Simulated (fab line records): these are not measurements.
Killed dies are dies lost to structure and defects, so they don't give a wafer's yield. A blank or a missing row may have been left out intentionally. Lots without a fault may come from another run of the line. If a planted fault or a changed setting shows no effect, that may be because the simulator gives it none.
Matching of chambers ; flow gf180mcu ; GF_V4_CMP_04 on cmp-02: 4 sister chambers
The step polishes SiO2. 8 wafers are shown with their chamber, then 12 later ones without.

EACH WAFER AND ITS CHAMBER
wafer;chamber;motor-current-A (A);slurry-flow-ml-min
L080.3;1;12.1;150.4
L083.4;0;13.1;149.2
L083.6;0;12.9;150.2
L085.1;3;13.6;150.2
L085.6;2;10.7;150.2
L088.2;2;10.5;150.7
L088.4;1;12.0;150.4
L088.5;3;14.0;150.3

WAFERS WHOSE CHAMBER IS MISSING
wafer;motor-current-A (A);slurry-flow-ml-min
L091.2;13.9;149.7
L091.4;12.8;150.7
L091.5;13.2;150.3
L094.1;13.8;149.4
L094.2;13.2;150.4
L094.3;12.2;150.0
L095.1;11.8;150.1
L095.4;13.1;150.1
L095.6;13.1;150.2
L096.1;12.8;149.6
L096.2;13.9;151.1
L096.3;13.5;150.9

THE CHAMBER EACH PASSED THROUGH
wafer;from the rows above;in truth
L091.2;3;3
L091.4;can't be placed: 0 or 1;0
L091.5;can't be placed: 0 or 3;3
L094.1;3;3
L094.2;can't be placed: 0 or 3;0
L094.3;1;1
L095.1;1;1
L095.4;0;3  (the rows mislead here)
L095.6;0;0
L096.1;0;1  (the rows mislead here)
L096.2;3;3
L096.3;can't be placed: 3 or 0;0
Correct placement for 6 of the 12. Cannot be placed on the basis of these rows: 4; the candidates contain the true chamber in 4. Number placed wrongly: 2.
How it was worked out, from the rows above alone: a wafer's distance from a chamber is the root of the sum, over the readings, of the square of ((its reading less the chamber's mean) divided by the reading's scatter). If the next closest chamber is less than 2 further off than the closest, the wafer can't be placed; otherwise it belongs to the closest. The mean given for a chamber averages the wafers shown for that chamber. The scatter: the root of (the sum of the squares of (reading less its chamber's mean) over the shown wafers, divided by (wafers less chambers)).
